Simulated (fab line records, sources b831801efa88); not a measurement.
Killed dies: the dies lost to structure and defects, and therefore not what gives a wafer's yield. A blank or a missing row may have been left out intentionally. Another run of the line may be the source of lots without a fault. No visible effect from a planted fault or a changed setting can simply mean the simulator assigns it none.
One fault seen from 2 desks | flow gf180mcu | only its own numbers are on each desk; what lay behind them is given at the end

## FOR THE TOOL OWNER'S DESK: pvd-sputter-02
The tool's own readings at GF_TOP_METAL_SPUTTER_00 (material Ti, target thk 37.5 nm, time 150 s): means of the sampled wafers that have a number, for each lot that ran on this tool. Any lot whose mean is over 4 standard deviations away from the usual mean is out of limits and marked OUT; that distance is given in the brackets.
Columns: A = throttle-valve-pct at GF_TOP_METAL_SPUTTER_00, usual 29.9 %
lot  | first seen here | A
L915 | day 31 00:25    | 30.2
L920 | day 32 03:32    | 29.7
L923 | day 32 23:52    | 30.1
This desk's finding: nothing out of limits on any of the 3 lots.

## THE METROLOGY DESK
What the gauges read, lot by lot, whatever tool the lot ran on: means of the sampled wafers that have a number. Any lot whose mean is over 4 standard deviations away from the usual mean is out of limits and marked OUT; that distance is given in the brackets.
Columns: A = V5_OVL at GF_V5_OVL_MEAS_15, usual -3 nm; B = V5_W_RS at GF_V5_RS_MEAS_24, usual 0.3261 ohm/sq; C = V5_W_THK at GF_V5_THK_MEAS_25, usual 359 nm
lot  | first seen here | A   | B      | C
L912 | day 29 17:32    | -5  | 0.3249 | 360
L915 | day 30 22:53    | -10 | 0.3276 | 355
L920 | day 32 02:08    | 8   | 0.3270 | 355
L919 | day 32 05:50    | 3   | 0.3227 | 360
L921 | day 32 16:38    | -3  | 0.3245 | 359
L923 | day 32 22:26    | -3  | 0.3243 | 362
This desk's finding: nothing out of limits on any of the 6 lots.

## ALL TOGETHER
The desk of the tool owner found nothing out of limits.
The metrology desk saw nothing out of limits.

## WHAT HAD BEEN PUT IN BY THE SIMULATOR
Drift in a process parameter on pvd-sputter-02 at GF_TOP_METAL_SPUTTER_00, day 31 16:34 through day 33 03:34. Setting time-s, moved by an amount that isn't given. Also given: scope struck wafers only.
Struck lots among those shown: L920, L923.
